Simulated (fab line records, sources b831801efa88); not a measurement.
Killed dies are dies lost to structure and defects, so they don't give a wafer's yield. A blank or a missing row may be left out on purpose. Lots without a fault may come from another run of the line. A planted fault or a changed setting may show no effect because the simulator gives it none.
Which tool did it? | flow gf180mcu | 11 lots, 33 wafers sampled, at 6 steps of a route of 602

WHAT THE GAUGES READ, wafer by wafer
GF_V3_RS_MEAS_24: measures by four-point-probe.
lot  | measured     | on            | V3_W_RS (ohm/sq)
L507 | day 22 07:59 | film_metro-02 | 0.324 0.328 0.326
L508 | day 22 13:12 | film_metro-02 | 0.327 0.316 0.317
L509 | day 23 02:37 | film_metro-01 | 0.327 0.319 0.327
L510 | day 23 14:55 | film_metro-02 | 0.326 0.330 0.328
L511 | day 24 02:02 | film_metro-02 | 0.330 0.328 0.327
L512 | day 24 07:05 | film_metro-02 | 0.332 0.336 0.333
L520 | day 27 01:58 | film_metro-01 | 0.490 0.324 0.325 0.490 0.324 0.325
L522 | day 27 11:50 | film_metro-03 | 0.503 0.491 0.502 0.502 0.491 0.502
L523 | day 27 21:23 | film_metro-02 | 0.319 0.324 0.328
L524 | day 28 01:03 | film_metro-02 | 0.320 0.327 0.328
L526 | day 28 12:40 | film_metro-03 | 0.328 0.329 0.322

GF_V3_THK_MEAS_25: measures by xrf.
lot  | measured     | on            | V3_W_THK (nm)
L507 | day 22 08:06 | film_metro-02 | 357 350 356
L508 | day 22 13:19 | film_metro-02 | 351 364 361
L509 | day 23 02:44 | film_metro-01 | 361 368 362
L510 | day 23 15:01 | film_metro-02 | 355 349 352
L511 | day 24 02:10 | film_metro-02 | 348 351 351
L512 | day 24 07:12 | film_metro-02 | 347 343 345
L520 | day 27 04:33 | film_metro-01 | 274 364 361 273 363 360
L522 | day 27 13:44 | film_metro-03 | 267 271 269 267 271 268
L523 | day 27 21:30 | film_metro-02 | 364 360 353
L524 | day 28 01:10 | film_metro-02 | 358 350 349
L526 | day 28 12:46 | film_metro-03 | 355 352 361

WHICH TOOL RAN EACH LOT (tool, then ch and the chambers of the sampled wafers, then the start)
lot  | GF_M2_SPUTTER_03             | GF_V3_ETCH_16                      | GF_V3_STRIP_18                       | GF_V3_CVD_23
L507 | pvd_sputter-01, day 18 02:07 | rie_diel-02 ch 0,1,3, day 22 07:07 | plasma_asher-01 ch 0,1, day 22 07:14 | cvd_w-01 ch 0,1, day 22 07:52
L508 | pvd_sputter-02, day 18 07:27 | rie_diel-02 ch 0,1, day 22 12:17   | plasma_asher-02 ch 0,1, day 22 12:25 | cvd_w-01 ch 0,1, day 22 13:05
L509 | pvd_sputter-01, day 18 22:35 | rie_diel-04 ch 0,2,3, day 23 01:44 | plasma_asher-03 ch 0,1, day 23 01:52 | cvd_w-01 ch 0,1, day 23 02:31
L510 | pvd_sputter-02, day 19 10:37 | rie_diel-03 ch 0,1,3, day 23 13:56 | plasma_asher-03 ch 0,1, day 23 14:04 | cvd_w-02 ch 0,1, day 23 14:43
L511 | pvd_sputter-02, day 19 21:55 | rie_diel-04 ch 0,2,3, day 24 01:10 | plasma_asher-02 ch 0,1, day 24 01:17 | cvd_w-02 ch 0,1, day 24 01:56
L512 | pvd_sputter-02, day 20 04:49 | rie_diel-03 ch 0,1,3, day 24 06:11 | plasma_asher-03 ch 0,1, day 24 06:19 | cvd_w-02 ch 0,1, day 24 06:57
L520 | pvd_sputter-01, day 23 06:27 | rie_diel-04 ch 0,3, day 27 01:00   | plasma_asher-03 ch 0,1, day 27 01:10 | cvd_w-02 ch 0,1, day 27 01:50
L522 | pvd_sputter-01, day 23 18:47 | rie_diel-02 ch 1,2,3, day 27 10:48 | plasma_asher-03 ch 0,1, day 27 10:56 | cvd_w-02 ch 1, day 27 11:37
L523 | pvd_sputter-01, day 24 02:29 | rie_diel-03 ch 1,3, day 27 20:29   | plasma_asher-03 ch 0,1, day 27 20:37 | cvd_w-01 ch 0,1, day 27 21:16
L524 | pvd_sputter-01, day 24 08:04 | rie_diel-04 ch 0,1,2, day 28 00:09 | plasma_asher-01 ch 0,1, day 28 00:17 | cvd_w-01 ch 0,1, day 28 00:55
L526 | pvd_sputter-02, day 24 20:59 | rie_diel-02 ch 0,2,3, day 28 11:42 | plasma_asher-02 ch 0,1, day 28 11:50 | cvd_w-01 ch 0,1, day 28 12:32
- GF_M2_SPUTTER_03: material Ti, target thk 10 nm, time 6.7 s.
- GF_V3_ETCH_16: etches BARC in N2/H2.
- GF_V3_STRIP_18: strips in O2/N2.
- GF_V3_CVD_23: deposits W, target thk 350 nm, time 104.9 s.

WHAT THE TOOLS THEMSELVES READ (means of the sampled wafers that have a number; where no wafer has one, the mark that the record gives instead)
GF_M2_SPUTTER_03.
lot  | tool           | throttle_valve_pct (%)
L507 | pvd_sputter-01 | 29.8
L508 | pvd_sputter-02 | 29.6
L509 | pvd_sputter-01 | 29.6
L510 | pvd_sputter-02 | 29.7
L511 | pvd_sputter-02 | 29.3
L512 | pvd_sputter-02 | 29.3
L520 | pvd_sputter-01 | 29.3
L522 | pvd_sputter-01 | 29.3
L523 | pvd_sputter-01 | 29.3
L524 | pvd_sputter-01 | 29.6
L526 | pvd_sputter-02 | 29.4

GF_V3_ETCH_16.
lot  | tool        | bias_w (W) | drypump_motor_current_A (A) | oes_product_au (a.u.) | throttle_valve_pct (%)
L507 | rie_diel-02 | 100.1      | 5.6                         | 0.860                 | 13.224
L508 | rie_diel-02 | 100.1      | 5.8                         | 0.854                 | 13.227
L509 | rie_diel-04 | 100.2      | 5.6                         | 0.856                 | 13.233
L510 | rie_diel-03 | 100.2      | 5.8                         | 0.855                 | 13.226
L511 | rie_diel-04 | 100.3      | 5.6                         | 0.853                 | 13.233
L512 | rie_diel-03 | 99.6       | 5.7                         | 0.854                 | 13.231
L520 | rie_diel-04 | 100.1      | 5.5                         | 0.860                 | 13.224
L522 | rie_diel-02 | 100.0      | 6.0                         | 0.847                 | 13.219
L523 | rie_diel-03 | 100.0      | 5.9                         | 0.855                 | 13.221
L524 | rie_diel-04 | 100.1      | 5.4                         | 0.854                 | 13.214
L526 | rie_diel-02 | 99.9       | 5.8                         | 0.856                 | 13.229

GF_V3_STRIP_18.
lot  | tool            | drypump_motor_current_A (A) | heater_power_w (W) | oes_product_au (a.u.)
L507 | plasma_asher-01 | 6.52                        | 369                | 0.591
L508 | plasma_asher-02 | 6.45                        | 343                | 0.595
L509 | plasma_asher-03 | 6.15                        | 316                | 0.592
L510 | plasma_asher-03 | 6.15                        | 323                | 0.595
L511 | plasma_asher-02 | 6.25                        | 328                | 0.597
L512 | plasma_asher-03 | 6.12                        | 319                | 0.589
L520 | plasma_asher-03 | 6.15                        | 318                | 0.595
L522 | plasma_asher-03 | 6.05                        | 340                | 0.594
L523 | plasma_asher-03 | 6.01                        | 341                | 0.587
L524 | plasma_asher-01 | 6.55                        | 358                | 0.590
L526 | plasma_asher-02 | 6.46                        | 346                | 0.595

GF_V3_CVD_23.
lot  | tool     | heater_power_w (W)
L507 | cvd_w-01 | 895
L508 | cvd_w-01 | 885
L509 | cvd_w-01 | 910
L510 | cvd_w-02 | 884
L511 | cvd_w-02 | 897
L512 | cvd_w-02 | 911
L520 | cvd_w-02 | 894
L522 | cvd_w-02 | 917
L523 | cvd_w-01 | 889
L524 | cvd_w-01 | 894
L526 | cvd_w-01 | 895

THE ANSWER, worked out from the rows above alone
Rule: what is usual is taken from the lots themselves. Put in order of their means at a reading, lots are off if they are a third of the lots or fewer, leave a main group of 4 or more, and stand apart from it by a gap of 3 or more times the standard deviation of the main group's means; of several such gaps the widest counts. A main group whose means are all the same, to the digits that the tables above print for the reading, isn't used. A lot without any number at a reading at which 4 lots or more have one is off too. The other lots that the step has rows for count as sound. The gauges are gone through in route order, then the tools' own readings, and for those a lot's mean is taken as printed above. The first step at which some lot is off is used, and at that step the reading that is off furthest; a lot without a number counts as furthest.
Off: L520, L522, at GF_V3_RS_MEAS_24 (V3_W_RS). The main group: mean 0.326 ohm/sq, standard deviation 0.0035.
A tool fits if, at a process step before that reading, it ran every lot that is off, and no sound lot after the first of them. The gauges at GF_V3_RS_MEAS_24 are tried like those tools. One fits: cvd_w-02 at GF_V3_CVD_23. Its last sound lot is L512 (day 24 06:57), its first lot that is off L520 (day 27 01:50): a fault that began between those two fits.

WHAT THE SIMULATOR HAD PUT IN
Site profile drift: cvd_w-02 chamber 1, from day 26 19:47 on, at GF_V3_CVD_23. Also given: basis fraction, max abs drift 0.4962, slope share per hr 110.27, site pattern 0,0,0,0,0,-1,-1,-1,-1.
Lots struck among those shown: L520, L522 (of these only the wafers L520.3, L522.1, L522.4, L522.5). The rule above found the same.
